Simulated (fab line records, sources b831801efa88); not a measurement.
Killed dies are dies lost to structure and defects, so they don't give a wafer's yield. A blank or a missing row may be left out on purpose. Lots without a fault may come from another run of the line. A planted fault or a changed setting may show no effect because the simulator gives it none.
fab line records | flow gf180mcu | part 2 of 2: steps 27 to 34 of 34
record lots=5 wafers=15 last_day=34
route steps=602 shown M5@530 V5@540
lots that met no fault: from a run of the same line without faults
start_h: hours from the record's first day to the start of the lot's first wafer shown | wait_h: hours since the lot's step before | " the same as in the row above | L1.1+2: a row that stands for several wafers | - no value, or no start given | * or withheld: withheld | < > ~ a bound
route shown NAME@n: a module of which the file shows steps, and the number in the route of the first | usual: mean/standard deviation of fault-free wafers | same: alike in all rows | chamber/n: place in a boat | sites: the reading at each site | _std_site: their standard deviation | _edge_site: outer sites' mean less inner sites' | radius_mm: how far each site lies from the wafer's centre | mask NAME#n: copy n | behind: the tool/chamber that last shaped the wafer | hold: why the lot was held/for how many hours/how that ended | device: the transistor (n, p or np) that didn't switch | end of line: the same wafers' tests at the end of the route | a step without rows: its recipe alone | killed: dies lost to structure and defects at the first sort, not the wafer's yield | map: a wafer's dies, x killed, . not, _ none there
set.NAME: the setting as run; set.NAME@STEP: as run at that earlier step | model.NAME: the simulator's own value behind a step, which no gauge read
lots at some steps of the route; a table a step, a row a wafer
services: from which hour (start_h, from the record's first day; less than 0 if before it) a tool's chamber was out of use, for how many hours, and why
## steps
# step GF_V5_ETCH_16
# recipe chemistry=N2/H2 target_depth_a=withheld overetch_a=withheld time_s=withheld target=BARC ion_energy_ev=200 source_w=500 bias_w=100 pressure_mtorr=30 n2_flow_sccm=100 h2_flow_sccm=200
# usual chamber_pressure_mTorr=29.998/0.022 drypump_motor_current_A=5.7/0.35 oes_product_au=0.855/0.0048 throttle_valve_pct=13.225/0.009
# columns lot.wafer tool chamber start_h wait_h chamber_pressure_mTorr drypump_motor_current_A oes_product_au throttle_valve_pct
L081.2 rie_diel-02 3 696.78 0.0 29.982 5.7 0.855 13.221
L081.4 " 2 " " 29.975 4.8 0.855 13.242
L081.5 " 0 " " 30.044 5.7 0.852 13.242
L083.1 rie_diel-02 0 710.48 0.0 29.966 5.7 0.854 13.216
L083.3 " 1 " " 29.990 5.7 0.852 13.218
L083.5 " 3 " " 29.987 5.8 0.863 13.225
L085.1 rie_diel-03 0 718.60 0.0 30.021 5.4 0.850 13.224
L085.2 " 1 " " 29.998 5.7 0.863 13.219
L085.3 " 2 " " 29.961 5.8 0.857 13.225
L090.2 rie_diel-02 2 750.38 0.0 30.033 4.8 0.852 13.220
L090.3 " 0 " " 29.969 5.8 0.852 13.219
L090.5 " 1 " " 29.973 5.8 0.845 13.229
L095.4 rie_diel-03 1 777.74 0.0 30.002 5.6 0.855 13.233
L095.5 " 2 " " 30.003 5.8 0.849 13.229
L095.6 " 3 " " 30.021 6.4 0.854 13.217
# step GF_V5_ETCH_17
# recipe chemistry=C4F8/O2/Ar mask_material=KrF target=SiO2 stop_on=TiN source_w=1500 bias_w=1200 pressure_mtorr=40 c4f8_flow_sccm=withheld O2_flow_sccm=6 Ar_flow_sccm=300 time_s=withheld target_depth_a=8550
# usual chamber_pressure_mTorr=40.00/0.038 oes_product_au=0.860/0.0049
# columns lot.wafer tool chamber start_h wait_h chamber_pressure_mTorr oes_product_au
L081.2 rie_diel-02 3 - - 39.95 0.854
L081.4 " 2 " " 40.00 0.849
L081.5 " 0 " " 40.05 0.849
L083.1 rie_diel-02 0 - - 39.96 0.866
L083.3 " 1 " " 39.97 0.868
L083.5 " 3 " " 39.98 0.867
L085.1 rie_diel-03 0 - - 39.92 0.858
L085.2 " 1 " " 40.01 0.870
L085.3 " 2 " " 40.08 0.868
L090.2 rie_diel-02 2 - - 39.99 0.855
L090.3 " 0 " " 40.07 0.860
L090.5 " 1 " " 40.04 0.861
L095.4 rie_diel-03 1 - - 39.96 0.866
L095.5 " 2 " " 39.98 0.858
L095.6 " 3 " " 40.05 0.867
# step GF_V5_STRIP_18
# recipe chemistry=O2/N2 power_w=1400 pressure_mtorr=1500 platen_temp_c=250 o2_flow_sccm=3000 n2_flow_sccm=300 overash_fraction=0.5
# usual chamber_pressure_mTorr=1499.8/1.5 drypump_motor_current_A=5.7/0.3 heater_power_w=328/39 o2_flow_sccm=2999/9.7 oes_product_au=0.570/0.0055
# columns lot.wafer tool chamber start_h wait_h chamber_pressure_mTorr drypump_motor_current_A heater_power_w o2_flow_sccm oes_product_au rf_hours_counter_h
L081.2 plasma_asher-03 0 696.94 - 1495.7 5.9 326 2990 0.570 60
L081.4 " 1 " " 1500.8 5.8 382 2988 0.569 -
L081.5 " 1 " " 1502.4 5.8 387 3000 0.577 -
L083.1 plasma_asher-03 1 710.64 - 1499.4 5.8 372 3001 0.569 62
L083.3 " 1 " " 1502.3 5.8 383 2991 0.564 -
L083.5 " 0 " " 1498.3 5.8 319 2994 0.555 -
L085.1 plasma_asher-04 0 718.75 - 1501.4 5.6 327 2991 0.572 96
L085.2 " 1 " " 1499.9 5.7 303 3009 0.566 96
L085.3 " 1 " " 1498.9 5.6 295 3001 0.572 -
L090.2 plasma_asher-01 0 750.54 - 1501.7 6.2 376 2992 0.560 1
L090.3 " 1 " " 1498.5 5.3 289 2993 0.574 -
L090.5 " 0 " " 1500.4 6.2 370 2986 0.573 -
L095.4 plasma_asher-03 0 777.93 - 1500.1 5.9 329 2997 0.559 -
L095.5 " 0 " " 1498.5 5.9 317 3013 0.568 -
L095.6 " 1 " " 1499.1 5.8 375 2998 0.567 -
# step GF_V5_STRIP_19
# recipe chemistry=post_etch_residue_remover time_s=1200 temp_c=72.5
# usual temp_c=72.49/0.12
# columns lot.wafer tool chamber start_h wait_h temp_c
L081.2 wet_bench-04 0 697.04 0.1 72.45
L081.4 " 0 " " 72.63
L081.5 " 0 " " 72.59
L083.1 wet_bench-04 2 710.74 0.1 72.55
L083.3 " 2 " " 72.42
L083.5 " 2 " " 72.56
L085.1 wet_bench-04 2 718.85 0.1 72.43
L085.2 " 2 " " 72.48
L085.3 " 2 " " 72.64
L090.2 wet_bench-04 0 750.64 0.1 72.41
L090.3 " 0 " " 72.48
L090.5 " 0 " " 72.51
L095.4 wet_bench-03 2 777.99 0.0 72.31
L095.5 " 2 " " 72.38
L095.6 " 2 " " 72.33
# step GF_V5_CLEAN_20
# recipe chemistry=DIW dry=n2_spin
# columns lot.wafer tool chamber start_h wait_h
L081.2+4+5 wet_bench-01 1 697.41 0.0
L083.1+3+5 wet_bench-03 1 711.08 0.0
L085.1+2+3 wet_bench-01 0 719.19 0.0
L090.2+3+5 wet_bench-03 3 750.98 0.0
L095.4+5+6 wet_bench-04 1 778.37 0.0
# step GF_V5_SPUTTER_21
# recipe material=Ti target_thk_nm=15 chamber_pressure_pa=5 power_w=2500 substrate_temp_c=200 time_s=80.02
# usual substrate_temp_c=200.03/0.17 throttle_valve_pct=30.1/1.1
# columns lot.wafer tool chamber start_h wait_h substrate_temp_c throttle_valve_pct
L081.2 pvd_sputter-04 - 697.50 0.0 199.79 30.1
L081.4 " - " " 200.06 30.0
L081.5 " - " " 200.21 30.0
L083.1 pvd_sputter-02 - 711.17 0.0 200.05 30.8
L083.3 " - " " 200.14 28.6
L083.5 " - " " 200.30 29.2
L085.1 pvd_sputter-01 - 719.29 0.0 199.96 30.8
L085.2 " - " " 199.88 30.4
L085.3 " - " " 200.15 30.0
L090.2 pvd_sputter-04 - 751.08 0.0 200.13 29.7
L090.3 " - " " 200.16 29.7
L090.5 " - " " 200.38 29.7
L095.4 pvd_sputter-02 - 778.50 0.0 200.07 29.9
L095.5 " - " " 199.53 30.9
L095.6 " - " " 199.95 28.9
# step GF_V5_SPUTTER_22
# recipe material=TiN target_thk_nm=10 chamber_pressure_pa=5 power_w=4000 time_s=40
# usual throttle_valve_pct=30.1/1.1
# columns lot.wafer tool chamber start_h wait_h throttle_valve_pct
L081.2 pvd_sputter-04 - 697.56 0.0 29.9
L081.4 " - " " 29.9
L081.5 " - " " 29.9
L083.1 pvd_sputter-02 - 711.23 0.0 31.1
L083.3 " - " " 28.7
L083.5 " - " " 29.0
L085.1 pvd_sputter-01 - 719.35 0.0 30.3
L085.2 " - " " 30.6
L085.3 " - " " 30.0
L090.2 pvd_sputter-04 - 751.14 0.0 29.7
L090.3 " - " " 30.0
L090.5 " - " " 30.0
L095.4 pvd_sputter-02 - 778.55 0.0 29.8
L095.5 " - " " 30.8
L095.6 " - " " 29.1
# step GF_V5_CVD_23
# recipe material=W target_thk_nm=350 time_s=104.9 temp_c=400 pressure_torr=40
# usual heater_power_w=846/150
# columns lot.wafer tool chamber start_h wait_h heater_power_w
L081.2 cvd_w-01 0 697.60 0.0 681
L081.4 " 0 " " 677
L081.5 " 1 " " 764
L083.1 cvd_w-02 1 711.27 0.0 1089
L083.3 " 0 " " 842
L083.5 " 1 " " 1049
L085.1 cvd_w-02 0 719.39 0.0 840
L085.2 " 1 " " 1130
L085.3 " 1 " " 1100
L090.2 cvd_w-01 0 751.18 0.0 686
L090.3 " 1 " " 787
L090.5 " 1 " " 771
L095.4 cvd_w-01 1 778.60 0.0 783
L095.5 " 0 " " 679
L095.6 " 1 " " 763
## services
# columns tool chamber start_h hours kind
krf_scanner-02 - 653.60 1.3 pm
rie_diel-02 - 671.18 14.6 pm
krf_scanner-01 - 674.11 0.8 pm
cmp-01 - 676.18 0.7 repair
pvd_sputter-02 - 678.66 1.8 repair
hdpcvd-01 - 680.04 2.8 pm
pvd_sputter-02 - 694.15 0.6 repair
krf_scanner-01 - 704.14 1.2 repair
krf_scanner-02 - 708.58 0.8 pm
krf_scanner-01 - 712.84 1.3 pm
pvd_sputter-04 - 727.57 3.2 repair
hdpcvd-01 2 727.92 2.7 repair
hdpcvd-01 - 727.95 2.3 repair
krf_scanner-01 - 730.70 1.0 pm
krf_scanner-02 - 732.14 1.0 pm
pvd_sputter-02 - 733.24 1.2 repair
krf_scanner-02 - 734.19 4.0 pm
krf_scanner-01 - 741.07 3.6 pm
cmp-01 - 744.22 4.0 pm
cmp-01 - 751.05 18.2 pm
wet_bench-01 - 754.28 1.7 repair
pecvd-02 2 758.96 8.4 repair
hdpcvd-01 - 767.46 1.3 repair
krf_scanner-01 - 778.22 0.5 repair
